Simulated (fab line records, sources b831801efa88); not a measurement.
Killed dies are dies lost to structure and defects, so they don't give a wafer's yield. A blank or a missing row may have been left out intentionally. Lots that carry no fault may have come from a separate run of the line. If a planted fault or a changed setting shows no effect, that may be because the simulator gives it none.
Split-lot trial -- flow sfqLine -- on a route of 325 steps: 5 lots, 23 wafers read

== ON THE SPLIT ==
At SFQ_TRILAYER_C5_LITHO_COAT_156 (resist thk 62 nm), the setting spinRpm was moved away from the recipe's 3000 rpm on 12 of the 23 wafers read, by -7.5% to +4.3%. For the rest of the wafers, this setting stayed at what the recipe calls for.

Reading taken at the split's own step.

== THE READING ==
BARC_of_TRILAYER_C5_LITHO_COAT_156.thkNm (the simulator's own value, which no gauge read), in nm, at SFQ_TRILAYER_C5_LITHO_COAT_156 (resist thk 62 nm). The file does not state a usual value for it. Across the 11 wafers here that went through the recipe, the average is 62.12 nm and the standard deviation 0.069 nm.

wafer,"tool, chamber at the split","spinRpm as run, rpm",against the recipe,"BARC_of_TRILAYER_C5_LITHO_COAT_156.thkNm, nm",against lot-mates on the recipe
L076.1,"lithoTrack-03, 0",3000,recipe,62.19,-
L076.2,"lithoTrack-03, 0",3130,+4.3%,61.07,-1.16
L076.3,"lithoTrack-03, 0",3000,recipe,62.28,-
L076.4,"lithoTrack-03, 0",3130,+4.3%,60.96,-1.27
L076.6,"lithoTrack-03, 0",3130,+4.3%,60.78,-1.45
L078.1,"lithoTrack-03, 0",3109,+3.6%,61.03,-1.09
L078.2,"lithoTrack-03, 0",3000,recipe,62.14,-
L078.4,"lithoTrack-03, 0",3109,+3.6%,61.07,-1.05
L078.5,"lithoTrack-03, 0",3109,+3.6%,61.04,-1.09
L078.6,"lithoTrack-03, 0",3000,recipe,62.11,-
L079.2,"lithoTrack-02, 0",2776,-7.5%,64.83,+2.73
L079.3,"lithoTrack-02, 0",3000,recipe,62.07,-
L079.4,"lithoTrack-02, 0",2776,-7.5%,64.5,+2.41
L079.5,"lithoTrack-02, 0",2776,-7.5%,64.45,+2.36
L079.6,"lithoTrack-02, 0",3000,recipe,62.12,-
L080.3,"lithoTrack-03, 0",3000,recipe,62.08,-
L080.5,"lithoTrack-03, 0",3000,recipe,62.01,-
L080.6,"lithoTrack-03, 0",3000,recipe,62.05,-
L084.1,"lithoTrack-04, 0",2870,-4.3%,63.41,+1.28
L084.2,"lithoTrack-04, 0",2870,-4.3%,63.56,+1.44
L084.3,"lithoTrack-04, 0",3000,recipe,62.12,-
L084.5,"lithoTrack-04, 0",3000,recipe,62.13,-
L084.6,"lithoTrack-04, 0",2870,-4.3%,63.38,+1.26

FIT RESULTS
A straight line over all 23 wafers: BARC_of_TRILAYER_C5_LITHO_COAT_156.thkNm changes by -0.311 nm for each +1% of spinRpm; r = -0.99; the points scatter about the line by 0.12 nm.
The same after taking each lot's own level away (the mean of its wafers on the recipe; 23 wafers): -0.318 nm for each +1%; r = -1.00; scatter 0.1 nm.
According to that fit, moving spinRpm by its largest amount changes the reading by 2.4 nm.
The span of the lots' own levels, 62.047 to 62.235 nm, comes to 2.7 times the standard deviation stated above.
The two slopes are in agreement: the lot-to-lot level therefore moves the slope only a little.
Check: +2.32 nm against its lot-mates is what the line predicts for one of the wafers moved furthest among these (-7.5%) when that wafer is left out of the fit. It came out at +2.73 nm against them.

== THESE WAFERS: OTHER SPLITS ==
These wafers also went through other splits before the reading. Each is held against what the fit with the lots' levels taken away leaves over:
other split on the same wafers,wafers away from the commonest value,r with BARC_of_TRILAYER_C5_LITHO_COAT_156.thkNm (lot level and that fit taken away)
SFQ_TRILAYER_JJ_CE_LITHO_EXPOSE_115 doseMj,5,+0.17
SFQ_TRILAYER_M5_LITHO_COAT_128 spinRpm,6,-0.05
SFQ_TRILAYER_M5_ETCH_METAL_ETCH_126 timeS,6,+0.28
SFQ_TRILAYER_R5_LITHO_COAT_141 spinRpm,8,+0.07
SFQ_TRILAYER_R5_BARC_OPEN_METAL_ETCH_177 timeS,7,+0.40
SFQ_TRILAYER_I5_LITHO_COAT_149 resistThkNm,6,-0.05
SFQ_TRILAYER_I5_BARC_OPEN_VIA_ETCH_200 pressureMtorr,10,+0.01

== FILE'S OWN FIT ==
BARC_of_TRILAYER_C5_LITHO_COAT_156.thkNm changes by -0.319 nm for each +1% of spinRpm, r = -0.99.
